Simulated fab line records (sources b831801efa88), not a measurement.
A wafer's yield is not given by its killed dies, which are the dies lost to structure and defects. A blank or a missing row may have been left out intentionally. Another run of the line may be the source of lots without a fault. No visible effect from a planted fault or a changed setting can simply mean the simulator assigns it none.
A struck lot beside a sound one    flow gf180mcu    14 steps out of a route of 602
Sound: the wafers L349.1, L349.2, L349.5. The struck wafers were L360.2, L360.3, L360.5. Last of all comes the cause.
For every step that has rows: the tool of each side, followed by ch and its chambers, followed by its first start. Under that, the readings that differ: sound wafers    struck wafers    difference of the means    sigmas: that difference in standard deviations of wafers without a fault.
alike: readings with means less than 2 such deviations apart, plus words and numbers identical on both sides. not compared: withheld readings, readings lacking a value on some wafer, bounds such as >300 that could conceal the same value, and numbers that have no deviation in the record and whose values overlap.
Wherever a step has rows on one side only, a row that says differs or no value, or a row with sigmas, the two part there. Numbers that have no deviation but don't overlap get no sigmas and don't part them. A reading missing from all wafers of one side parts the sides only when that side holds two or more wafers.

first, 4 steps without rows for these wafers: GF_V2_SOFTBAKE_10 (time 60 s); GF_V2_EXPOSE_11 (exposes mask Via2, target cd 260 nm); GF_V2_PEB_12 (peb time 90 s); GF_V2_DEVELOP_13 (develop time 60 s).
GF_V2_CD_MEAS_14: the cd target is 260 nm.
  struck on cd-sem-02, day 26 02:07; sound on cd-sem-02, day 22 08:35
  alike: cd-nm
GF_V2_OVL_MEAS_15:
  struck on overlay-02, day 26 02:13; sound on overlay-02, day 22 08:43
  alike: V2_OVL
GF_V2_ETCH_16: etches BARC in N2/H2.
  sound on rie-diel-03 ch 0,1,3, day 22 08:44; struck on rie-diel-04 ch 0,2, day 26 02:14
  alike: drypump-motor-current-A, oes-product-au, throttle-valve-pct
GF_V2_ETCH_17: etches SiO2 in C4F8/O2/Ar, stops on TiN, target depth 630 nm.
  sound on rie-diel-03 ch 0,1,3; struck on rie-diel-04 ch 0,2
  alike: oes-product-au
GF_V2_STRIP_18: strips in O2/N2.
  sound on plasma-asher-04 ch 0,1, day 22 08:52; struck on plasma-asher-02 ch 0,1, day 26 02:22
reading             sound        struck       difference  sigmas
heater-power-w (W)  315 332 316  394 406 403  +80         +2
  alike: drypump-motor-current-A, oes-product-au
  not compared: rf-hours-counter-h
then, 2 steps without rows for these wafers: GF_V2_STRIP_19 (strips in post etch residue remover, time 1200 s); GF_V2_CLEAN_20 (cleans in DIW).
GF_V2_SPUTTER_21: material Ti, target thk 15 nm, time 80.02 s.
  struck on pvd-sputter-01, day 26 02:54; sound on pvd-sputter-04, day 22 09:25
  alike: cathode-dc-power-W, chamber-pressure-pa, throttle-valve-pct
GF_V2_SPUTTER_22: material TiN, target thk 10 nm, time 40 s.
  struck on pvd-sputter-01, day 26 02:58; sound on pvd-sputter-04, day 22 09:28
  no value came back on the struck wafers for cathode-dc-power-W (W), chamber-pressure-pa (Pa), throttle-valve-pct (%); on the sound wafers cathode-dc-power-W (W) reads 3999.8 4000.8 4000.4
GF_V2_CVD_23: deposits W, target thk 350 nm, time 104.94 s.
  sound on cvd-w-02 ch 0,1, day 22 09:31; struck on cvd-w-01 ch 0,1, day 26 03:00
  alike: heater-power-w

WHERE THEY PART
At GF_V2_STRIP_18 first; at GF_V2_SPUTTER_22 last (within this record only). Later steps at which nothing parts them and some readings are alike: GF_V2_CVD_23.

WHY: what the simulator had put in
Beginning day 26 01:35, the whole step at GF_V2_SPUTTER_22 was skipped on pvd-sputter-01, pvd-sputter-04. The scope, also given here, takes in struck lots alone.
